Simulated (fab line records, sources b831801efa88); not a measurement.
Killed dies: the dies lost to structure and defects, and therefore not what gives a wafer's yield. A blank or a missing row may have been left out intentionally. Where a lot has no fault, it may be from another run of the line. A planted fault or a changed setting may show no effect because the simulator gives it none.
The tool behind it: which one? | flow sfq-line | 41 wafers from 14 lots sampled at 4 of the route's 325 steps

WHAT EACH GAUGE READ, for each wafer
SFQ_M1_RS_MEAS_909: a four-point-probe measurement.
lot  | measured     | on            | M1_NB_RS (ohm/sq)
L472 | day 9 08:47  | film-metro-02 | 0.894 0.892 0.890
L473 | day 9 16:00  | film-metro-04 | 0.896 0.904 0.903
L474 | day 10 05:24 | film-metro-04 | 0.876 0.891 0.888
L475 | day 10 12:23 | film-metro-04 | 0.885 0.878 0.880
L476 | day 10 14:49 | film-metro-04 | 0.879 0.897 0.888
L477 | day 11 04:06 | film-metro-04 | 0.901 0.911 0.897
L479 | day 11 12:28 | film-metro-04 | 0.893 1.500
L483 | day 12 11:19 | film-metro-02 | 0.896 1.509 1.570
L490 | day 14 02:23 | film-metro-02 | 0.889 0.886 0.887
L491 | day 14 07:13 | film-metro-02 | 0.888 0.905 0.884
L492 | day 14 14:25 | film-metro-01 | 0.876 0.890 0.882
L493 | day 14 21:25 | film-metro-01 | 0.875 0.881 0.879
L494 | day 14 23:47 | film-metro-01 | 0.892 0.876 0.875
L495 | day 15 08:11 | film-metro-01 | 0.902 0.907 0.889

WHICH TOOL RAN EACH LOT (tool, then ch and the chambers of the sampled wafers, then the start)
lot  | SFQ_TRILAYER_L0_STRIP_STRIP_009  | SFQ_TRILAYER_I0_VIA_STRIP_STRIP_035 | SFQ_TRILAYER_M1_DEP_SPUTTER_037
L472 | rie-metal-02 ch 0, day 3 00:29   | rie-metal-03 ch 0,1, day 9 07:53    | pvd-sputter-06, day 9 08:42
L473 | rie-metal-04 ch 0,1, day 3 06:23 | rie-metal-02 ch 0,1, day 9 15:05    | pvd-sputter-06, day 9 15:55
L474 | rie-metal-02 ch 0,1, day 3 12:35 | rie-metal-02 ch 0,1, day 10 03:40   | pvd-sputter-03, day 10 04:17
L475 | rie-metal-02 ch 0,1, day 3 17:13 | rie-metal-02 ch 0,1, day 10 11:29   | pvd-sputter-06, day 10 12:18
L476 | rie-metal-01 ch 0,1, day 3 21:59 | rie-metal-02 ch 0,1, day 10 13:53   | pvd-sputter-04, day 10 14:42
L477 | rie-metal-02 ch 0,1, day 4 07:10 | rie-metal-02 ch 0,1, day 11 03:11   | pvd-sputter-04, day 11 04:01
L479 | rie-metal-01 ch 1, day 4 16:46   | rie-metal-02 ch 0,1, day 11 10:43   | pvd-sputter-04, day 11 11:32
L483 | rie-metal-02 ch 0,1, day 5 15:34 | rie-metal-02 ch 0,1, day 12 10:23   | pvd-sputter-04, day 12 11:11
L490 | rie-metal-01 ch 0,1, day 6 23:31 | rie-metal-01 ch 0,1, day 14 01:30   | pvd-sputter-06, day 14 02:18
L491 | rie-metal-02 ch 0,1, day 7 05:31 | rie-metal-01 ch 0,1, day 14 06:18   | pvd-sputter-03, day 14 07:06
L492 | rie-metal-04 ch 0,1, day 7 11:19 | rie-metal-01 ch 0,1, day 14 13:18   | pvd-sputter-03, day 14 14:19
L493 | rie-metal-02 ch 0,1, day 7 16:08 | rie-metal-02 ch 0, day 14 20:30     | pvd-sputter-04, day 14 21:18
L494 | rie-metal-02 ch 0,1, day 7 19:43 | rie-metal-03 ch 0,1, day 14 22:54   | pvd-sputter-03, day 14 23:42
L495 | rie-metal-04 ch 0,1, day 8 00:31 | rie-metal-03 ch 0,1, day 15 07:18   | pvd-sputter-03, day 15 08:06
- SFQ_TRILAYER_L0_STRIP_STRIP_009: strips in O2.
- SFQ_TRILAYER_I0_VIA_STRIP_STRIP_035: strips in O2.
- SFQ_TRILAYER_M1_DEP_SPUTTER_037: material Nb, target thk 200 nm, time 133.3 s.

AS READ BY THE TOOLS THEMSELVES (means over the sampled wafers that have a number; for cases with no such wafer, the mark the record gives instead)
SFQ_TRILAYER_L0_STRIP_STRIP_009.
lot  | tool         | chamber-pressure-mTorr (mTorr) | drypump-motor-current-A (A) | oes-product-au (a.u.)
L472 | rie-metal-02 | 49.98                          | 6.3                         | 1.006
L473 | rie-metal-04 | 50.04                          | 6.0                         | 1.006
L474 | rie-metal-02 | 49.97                          | 6.0                         | 1.004
L475 | rie-metal-02 | 50.05                          | 6.0                         | 1.000
L476 | rie-metal-01 | 49.97                          | 5.2                         | 1.006
L477 | rie-metal-02 | 49.99                          | 6.0                         | 0.999
L479 | rie-metal-01 | 50.03                          | 5.6                         | 0.998
L483 | rie-metal-02 | 50.00                          | 6.0                         | 0.985
L490 | rie-metal-01 | 49.98                          | 5.2                         | 0.998
L491 | rie-metal-02 | 50.05                          | 6.0                         | 0.999
L492 | rie-metal-04 | 50.02                          | 5.9                         | 1.026
L493 | rie-metal-02 | 50.00                          | 6.1                         | 1.003
L494 | rie-metal-02 | 49.99                          | 6.2                         | 1.002
L495 | rie-metal-04 | 50.00                          | 5.9                         | 1.017

SFQ_TRILAYER_I0_VIA_STRIP_STRIP_035.
lot  | tool         | chamber-pressure-mTorr (mTorr) | drypump-motor-current-A (A) | oes-product-au (a.u.)
L472 | rie-metal-03 | 49.99                          | 5.5                         | 0.995
L473 | rie-metal-02 | 49.98                          | 6.2                         | 0.987
L474 | rie-metal-02 | 49.99                          | 6.2                         | 0.977
L475 | rie-metal-02 | 50.00                          | 6.0                         | 0.995
L476 | rie-metal-02 | 49.94                          | 6.0                         | 1.001
L477 | rie-metal-02 | 50.02                          | 6.0                         | 0.993
L479 | rie-metal-02 | 49.96                          | 6.1                         | 0.984
L483 | rie-metal-02 | 50.02                          | 6.0                         | 0.987
L490 | rie-metal-01 | 50.01                          | 5.4                         | 0.997
L491 | rie-metal-01 | 50.02                          | 5.2                         | 0.999
L492 | rie-metal-01 | 50.01                          | 5.2                         | 0.996
L493 | rie-metal-02 | 49.97                          | 6.3                         | 0.984
L494 | rie-metal-03 | 49.98                          | 6.0                         | 0.998
L495 | rie-metal-03 | 50.01                          | 5.5                         | 1.000

SFQ_TRILAYER_M1_DEP_SPUTTER_037.
lot  | tool           | throttle-valve-pct (%)
L472 | pvd-sputter-06 | 29.5
L473 | pvd-sputter-06 | 29.9
L474 | pvd-sputter-03 | 29.7
L475 | pvd-sputter-06 | 29.7
L476 | pvd-sputter-04 | 29.5
L477 | pvd-sputter-04 | 29.6
L479 | pvd-sputter-04 | 29.9
L483 | pvd-sputter-04 | 29.6
L490 | pvd-sputter-06 | 29.7
L491 | pvd-sputter-03 | 30.6
L492 | pvd-sputter-03 | 31.0
L493 | pvd-sputter-04 | 29.6
L494 | pvd-sputter-03 | 30.7
L495 | pvd-sputter-03 | 30.9

THE ANSWER, worked out from the rows above alone
Rule: what is usual is taken from the lots themselves. The widest of any qualifying gaps counts: lots, ordered by their means at a reading, are off when they make up no more than a third of the lots, leave a main group of 4 or more, and stand apart from it by 3 or more times the standard deviation of that group's means. The tables above print the reading to a certain number of digits; a main group whose means all agree to those digits is not used. Also off: a lot with no number at a reading for which 4 or more lots have one. All remaining lots with rows at the step are treated as sound. Order of review: gauges by route order, followed by the tools' own readings, for which a lot's mean as printed above is used. At the first step where some lot is off, the reading lying furthest off is the one used; lots without a number count as furthest.
Off: L479, L483, seen at SFQ_M1_RS_MEAS_909 (M1_NB_RS). For the main group the mean is 0.889 ohm/sq and the standard deviation 0.008.
A tool fits if, at a process step before that reading, it ran every lot that is off, and no sound lot after the first of them. The gauges at SFQ_M1_RS_MEAS_909 are tried like those tools. No candidate that was tried fits.

WHAT THE SIMULATOR HAD PUT IN
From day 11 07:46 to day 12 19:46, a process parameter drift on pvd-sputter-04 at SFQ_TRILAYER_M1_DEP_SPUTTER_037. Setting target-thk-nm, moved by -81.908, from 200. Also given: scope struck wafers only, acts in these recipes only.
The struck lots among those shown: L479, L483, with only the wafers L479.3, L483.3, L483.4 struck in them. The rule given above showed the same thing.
